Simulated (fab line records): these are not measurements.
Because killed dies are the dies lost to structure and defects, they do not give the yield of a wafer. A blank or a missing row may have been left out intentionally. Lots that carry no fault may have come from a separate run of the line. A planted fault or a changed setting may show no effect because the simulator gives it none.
Chamber matching / flow gf180mcu / cmp-01 running GF_V1_CMP_26: 4 sister chambers
The step polishes, stops on SiO2, t overpolish 15 s, target thk 0 nm. 16 wafers are shown with their chamber, then 8 later ones without.

== WAFERS WITH THEIR CHAMBER ==
wafer=L526.1; chamber=2; motorCurrentA (A)=12.1
wafer=L526.2; chamber=0; motorCurrentA (A)=9.9
wafer=L526.3; chamber=1; motorCurrentA (A)=10.0
wafer=L527.1; chamber=0; motorCurrentA (A)=10.1
wafer=L527.2; chamber=3; motorCurrentA (A)=9.6
wafer=L527.3; chamber=1; motorCurrentA (A)=9.5
wafer=L529.3; chamber=1; motorCurrentA (A)=9.9
wafer=L529.4; chamber=2; motorCurrentA (A)=11.7
wafer=L529.6; chamber=1; motorCurrentA (A)=9.0
wafer=L531.1; chamber=3; motorCurrentA (A)=9.0
wafer=L531.3; chamber=2; motorCurrentA (A)=12.5
wafer=L531.4; chamber=1; motorCurrentA (A)=9.6
wafer=L539.1; chamber=3; motorCurrentA (A)=9.6
wafer=L539.3; chamber=0; motorCurrentA (A)=9.7
wafer=L539.4; chamber=2; motorCurrentA (A)=11.7
wafer=L540.1; chamber=0; motorCurrentA (A)=10.2

SIGNATURES (averages over the wafers above)
reading=motorCurrentA; chamber 0=9.975; chamber 1=9.600; chamber 2=12.000; chamber 3=9.400; scatter within a chamber=0.347
Rule: a wafer's distance from a chamber is the root of the sum, over the readings, of the square of ((its reading less the chamber's mean) divided by the reading's scatter). If the next closest chamber is less than 2 further off than the closest, the wafer can't be placed; otherwise it belongs to the closest. The scatter: take each reading less its chamber's mean, square it, sum over the shown wafers, divide by the number of wafers less the number of chambers, and take the root.

== WAFERS MISSING THEIR CHAMBER ==
wafer=L540.3; motorCurrentA (A)=9.4
wafer=L540.6; motorCurrentA (A)=10.2
wafer=L542.1; motorCurrentA (A)=10.1
wafer=L542.5; motorCurrentA (A)=9.9
wafer=L542.6; motorCurrentA (A)=9.1
wafer=L544.1; motorCurrentA (A)=10.1
wafer=L544.3; motorCurrentA (A)=9.7
wafer=L544.5; motorCurrentA (A)=9.8

== THE CHAMBER EACH PASSED THROUGH ==
wafer=L540.3; from the rows above=can't be placed: 3 or 1 or 0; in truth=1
wafer=L540.6; from the rows above=can't be placed: 0 or 1 or 3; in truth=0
wafer=L542.1; from the rows above=can't be placed: 0 or 1 or 3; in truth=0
wafer=L542.5; from the rows above=can't be placed: 0 or 1 or 3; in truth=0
wafer=L542.6; from the rows above=can't be placed: 3 or 1 or 0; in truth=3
wafer=L544.1; from the rows above=can't be placed: 0 or 1 or 3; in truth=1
wafer=L544.3; from the rows above=can't be placed: 1 or 0 or 3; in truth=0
wafer=L544.5; from the rows above=can't be placed: 0 or 1 or 3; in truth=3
0 of 8 placed correctly. Unplaceable from these rows: 8, with the true chamber sitting among the candidates in 8. Wrongly placed: 0.
